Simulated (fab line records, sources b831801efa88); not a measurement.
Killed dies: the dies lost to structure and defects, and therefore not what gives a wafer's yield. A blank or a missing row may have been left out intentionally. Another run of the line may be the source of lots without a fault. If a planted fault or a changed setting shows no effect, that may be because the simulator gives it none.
What tool caused it? + flow sky130 + 15 lots, 45 wafers sampled, at 4 steps of a route of 708

WHAT THE GAUGES READ, wafer by wafer
SKY_SONOS_TUNNEL_TW_MEAS_12.
| lot  | measured     | on            | SONOS_TUNNEL_TW   |
|------|--------------|---------------|-------------------|
| L585 | day 11 12:10 | film_metro-03 | 197.7 197.8 198.2 |
| L586 | day 11 20:04 | film_metro-03 | 197.9 198.9 198.2 |
| L587 | day 12 03:43 | film_metro-04 | 193.8 194.7 193.3 |
| L589 | day 13 02:08 | film_metro-02 | 195.7 196.1 196.1 |
| L590 | day 13 03:35 | film_metro-04 | 194.1 195.3 196.2 |
| L592 | day 13 18:29 | film_metro-03 | 196.6 197.4 197.1 |
| L594 | day 14 08:12 | film_metro-03 | 198.7 198.4 198.4 |
| L595 | day 14 12:55 | film_metro-02 | 195.9 196.6 195.2 |
| L596 | day 14 19:25 | film_metro-04 | 193.7 193.9 193.3 |
| L597 | day 15 07:04 | film_metro-04 | 194.2 194.6 193.0 |
| L598 | day 15 21:35 | film_metro-03 | 198.9 197.7 198.9 |
| L599 | day 16 05:07 | film_metro-03 | 198.2 197.8 197.1 |
| L600 | day 16 09:14 | film_metro-04 | 193.7 193.9 194.3 |
| L604 | day 17 14:08 | film_metro-02 | 195.9 195.7 195.4 |
| L608 | day 19 07:02 | film_metro-02 | 194.9 196.2 195.9 |

SKY_LDD_P_OVL_MEAS_08.
| lot  | measured     | on         | LDD_P_OVL (nm) |
|------|--------------|------------|----------------|
| L585 | day 19 03:55 | overlay-01 | 1.5 -1.4 -1.2  |
| L586 | day 19 12:53 | overlay-02 | -0.5 -1.4 -0.8 |
| L587 | day 19 20:25 | overlay-01 | -2.6 -1.4 -2.1 |
| L589 | day 21 00:52 | overlay-01 | -1.0 0.1 0.9   |
| L590 | day 21 01:10 | overlay-01 | -2.4 -0.9 -3.0 |
| L592 | day 21 17:55 | overlay-02 | 0.5 -0.9 -1.8  |
| L594 | day 22 14:26 | overlay-02 | 0.1 -1.4 -1.3  |
| L595 | day 22 17:53 | overlay-01 | -0.6 -0.9 0.5  |
| L596 | day 23 02:38 | overlay-02 | -0.9 -0.8 -0.5 |
| L597 | day 23 09:08 | overlay-02 | -2.2 -1.1 -0.6 |
| L598 | day 24 04:35 | overlay-01 | -0.9 -1.2 -0.8 |
| L599 | day 24 11:56 | overlay-02 | 0.0 -0.4 -1.3  |
| L600 | day 24 16:56 | overlay-01 | 0.6 1.1 1.8    |
| L604 | day 25 20:47 | overlay-02 | -0.7 -2.9 -2.7 |
| L608 | day 27 12:31 | overlay-02 | -3.5 -1.8 -2.2 |

SKY_LDD_HVN_TW_MEAS_10.
| lot  | measured     | on            | LDD_HVN_TW     |
|------|--------------|---------------|----------------|
| L585 | day 20 11:23 | film_metro-02 | 1432 1427 1423 |
| L586 | day 20 19:59 | film_metro-02 | 1420 1416 1426 |
| L587 | day 21 03:17 | film_metro-03 | 1447 1440 1448 |
| L589 | day 22 08:25 | film_metro-01 | 1451 1454 1438 |
| L590 | day 22 08:52 | film_metro-02 | 1426 1429 1431 |
| L592 | day 23 00:51 | film_metro-02 | 1425 1421 1433 |
| L594 | day 23 20:31 | film_metro-02 | 1424 1427 1420 |
| L595 | day 24 00:22 | film_metro-03 | 1442 1441 1439 |
| L596 | day 24 08:44 | film_metro-02 | 1436 1437 1436 |
| L597 | day 24 15:32 | film_metro-03 | 1443 1443 1443 |
| L598 | day 25 10:20 | film_metro-02 | 1432 1442 1427 |
| L599 | day 25 18:11 | film_metro-02 | 1434 1425 1433 |
| L600 | day 25 23:24 | film_metro-02 | 1431 1430 1424 |
| L604 | day 27 02:15 | film_metro-02 | 1431 1431 1436 |
| L608 | day 28 16:56 | film_metro-03 | 1435 1438 1437 |

EACH LOT AND THE TOOL THAT RAN IT (in order: tool; ch and the chambers of the sampled wafers; start)
| lot  | SKY_LDD_N_IMPLANT_08            |
|------|---------------------------------|
| L585 | implanter-04 ch 0, day 17 20:18 |
| L586 | implanter-01 ch 0, day 18 04:54 |
| L587 | implanter-04 ch 0, day 18 11:57 |
| L589 | implanter-01 ch 0, day 19 16:38 |
| L590 | implanter-03 ch 0, day 19 17:14 |
| L592 | implanter-04 ch 0, day 20 09:37 |
| L594 | implanter-03 ch 0, day 21 05:56 |
| L595 | implanter-03 ch 0, day 21 10:52 |
| L596 | implanter-03 ch 0, day 21 18:58 |
| L597 | implanter-03 ch 0, day 22 01:54 |
| L598 | implanter-03 ch 0, day 22 21:18 |
| L599 | implanter-03 ch 0, day 23 04:17 |
| L600 | implanter-01 ch 0, day 23 09:25 |
| L604 | implanter-01 ch 0, day 24 13:44 |
| L608 | implanter-01 ch 0, day 26 06:11 |
- SKY_LDD_N_IMPLANT_08

AS READ BY THE TOOLS THEMSELVES (means over the sampled wafers that have a number; for cases with no such wafer, the mark the record gives instead)
SKY_LDD_N_IMPLANT_08.
| lot  | tool         | dose_ions_cm2 |
|------|--------------|---------------|
| L585 | implanter-04 | 7.498e+13     |
| L586 | implanter-01 | 7.499e+13     |
| L587 | implanter-04 | 7.501e+13     |
| L589 | implanter-01 | 7.499e+13     |
| L590 | implanter-03 | 7.508e+13     |
| L592 | implanter-04 | 7.494e+13     |
| L594 | implanter-03 | 7.501e+13     |
| L595 | implanter-03 | 7.494e+13     |
| L596 | implanter-03 | 7.491e+13     |
| L597 | implanter-03 | 7.179e+13     |
| L598 | implanter-03 | 7.189e+13     |
| L599 | implanter-03 | 7.204e+13     |
| L600 | implanter-01 | 7.504e+13     |
| L604 | implanter-01 | 7.508e+13     |
| L608 | implanter-01 | 7.503e+13     |

THE ANSWER, worked out from the rows above alone
Rule: the usual values come from the lots themselves. The widest of any qualifying gaps counts: lots, ordered by their means at a reading, are off when they make up no more than a third of the lots, leave a main group of 4 or more, and stand apart from it by 3 or more times the standard deviation of that group's means. A main group is skipped when, at the precision printed for the reading in the tables above, its means are all equal. A lot without any number at a reading at which 4 lots or more have one is off too. Any other lot the step has rows for is counted as sound. The gauges are gone through in route order, then the tools' own readings, and for those a lot's mean is taken as printed above. At the first step where some lot is off, the reading lying furthest off is the one used; lots without a number count as furthest.
Off: L597, L598, L599 (SKY_LDD_N_IMPLANT_08, dose_ions_cm2). The main group has a mean of 7.500e+13 with a standard deviation of 5.1e+10.
A tool fits if, at that step or a process step before it, it ran every lot that is off, and no sound lot after the first of them. One fits: SKY_LDD_N_IMPLANT_08 on implanter-03. A fault onset in the window from L596 (day 21 18:58, its last sound lot) to L597 (day 22 01:54, its first lot off) fits.
The tool's own readings at SKY_LDD_N_IMPLANT_08 bear it out: on the lots that are off they differ by more than 5 times the standard deviation of the sound lots' means. dose_ions_cm2 reads 7.191e+13 there against 7.500e+13 on the sound lots.

WHAT THE SIMULATOR PUT IN
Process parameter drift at SKY_LDD_N_IMPLANT_08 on implanter-03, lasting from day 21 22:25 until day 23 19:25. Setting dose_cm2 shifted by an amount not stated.
Lots struck among those shown: L597, L598, L599. The same result came from the rule above.
